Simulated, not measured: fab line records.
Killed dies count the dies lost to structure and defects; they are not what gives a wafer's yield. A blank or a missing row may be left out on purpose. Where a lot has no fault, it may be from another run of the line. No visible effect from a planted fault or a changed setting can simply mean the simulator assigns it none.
Comparing a struck lot with a sound one | flow gf180mcu | 17 out of 602 route steps
Sound: these wafers, L478.1, L478.4, L478.6. Wafers L492.2, L492.3, L492.5 were the ones struck. Last of all comes the cause.
Per side, at each step with rows, come the tool, then ch with its chambers, and then its first start. Under that, the readings that differ: sound wafers | struck wafers | difference of the means | sigmas: that difference in standard deviations of wafers without a fault.
alike: words and numbers the same on both sides, and readings whose means are apart by under 2 such deviations; not compared: readings that were withheld, readings missing a value for some wafer, numbers with overlapping values and no deviation given by the record, and bounds like >300 which may hide the same value.
The two part at a step that has a row with sigmas, a row that says differs or no value, or rows on one side only. Non-overlapping numbers with no deviation appear without sigmas and do not part them. A reading that every wafer of one side lacks parts them only if that side has two wafers or more.

first, 3 steps without rows for these wafers: GF_V2_EXPOSE_11 (exposes mask Via2, target cd 260 nm); GF_V2_PEB_12 (peb time 90 s); GF_V2_DEVELOP_13 (develop time 60 s).
GF_V2_CD_MEAS_14: the cd target is 260 nm.
  sound on cd-sem-02, day 21 13:47; struck on cd-sem-01, day 26 11:26
  alike: cd-nm
GF_V2_OVL_MEAS_15:
  sound on overlay-02, day 21 13:54; struck on overlay-02, day 26 11:32
  alike: V2_OVL
GF_V2_ETCH_16: etches BARC in N2/H2.
  sound on rie-diel-03 ch 2,3, day 21 13:56; struck on rie-diel-02 ch 0,2, day 26 11:34
  alike: drypump-motor-current-A, h2-flow-sccm, oes-product-au, rf-fwd-power-W, throttle-valve-pct
GF_V2_ETCH_17: etches SiO2 in C4F8/O2/Ar, stops on TiN, target depth 630 nm.
  sound on rie-diel-03 ch 2,3; struck on rie-diel-02 ch 0,2
  alike: oes-product-au, rf-fwd-power-W
GF_V2_STRIP_18: strips in O2/N2.
  sound on plasma-asher-03 ch 0,1, day 21 14:04; struck on plasma-asher-04 ch 0, day 26 11:42
  reading                     | sound          | struck         | difference | sigmas
  drypump-motor-current-A (A) | 5.60 5.68 5.67 | 6.04 6.04 6.03 | +0.39      | +3
  alike: heater-power-w, oes-product-au
  not compared: rf-hours-counter-h
then, 2 steps without rows for these wafers: GF_V2_STRIP_19 (strips in post etch residue remover, time 1200 s); GF_V2_CLEAN_20 (cleans in DIW).
GF_V2_SPUTTER_21: material Ti, target thk 15 nm, time 80.02 s.
  sound on pvd-sputter-01, day 21 14:38; struck on pvd-sputter-03, day 26 12:14
  alike: throttle-valve-pct
GF_V2_SPUTTER_22: material TiN, target thk 10 nm, time 40 s.
  sound on pvd-sputter-01, day 21 14:41; struck on pvd-sputter-03, day 26 12:18
  alike: throttle-valve-pct
GF_V2_CVD_23: deposits W, target thk 350 nm, time 104.94 s.
  sound on cvd-w-02 ch 0,1, day 21 14:44; struck on cvd-w-01 ch 0,1, day 26 12:20
  reading                          | sound                | struck               | difference | sigmas
  susceptor-temp-C (C)             | 399.95 399.93 399.96 | 409.65 409.08 409.33 | +9.41      | +41
  model.W_of_V2_CVD_23.thk-nm (nm) | 347.9 341.9 344.6    | 407.4 410.2 408.2    | +63.8      |
  alike: heater-power-outer-w, heater-power-w
GF_V2_RS_MEAS_24: measurement is done with a four-point probe.
  sound on film-metro-02, day 21 14:50; struck on film-metro-04, day 26 12:28
  reading          | sound             | struck            | difference | sigmas
  V2_W_RS (ohm/sq) | 0.330 0.335 0.332 | 0.281 0.280 0.280 | -0.052     | -17
GF_V2_THK_MEAS_25: measures by xrf.
  sound on film-metro-02, day 21 14:58; struck on film-metro-04, day 26 12:35
  reading       | sound       | struck      | difference | sigmas
  V2_W_THK (nm) | 371 365 370 | 429 432 429 | +61        | +11
then, 1 step without rows for these wafers: GF_V2_CMP_26 (polishes, stops on SiO2, t overpolish 15 s, target thk 0 nm).
GF_PASSIVATION_PROBE_99:
  the record holds rows for the sound wafers here (prober-01, day 30 06:09) but none for the struck ones

## WHERE THEY PART
First at GF_V2_STRIP_18; last, within this record, at GF_PASSIVATION_PROBE_99.

WHY: the cause the simulator had injected
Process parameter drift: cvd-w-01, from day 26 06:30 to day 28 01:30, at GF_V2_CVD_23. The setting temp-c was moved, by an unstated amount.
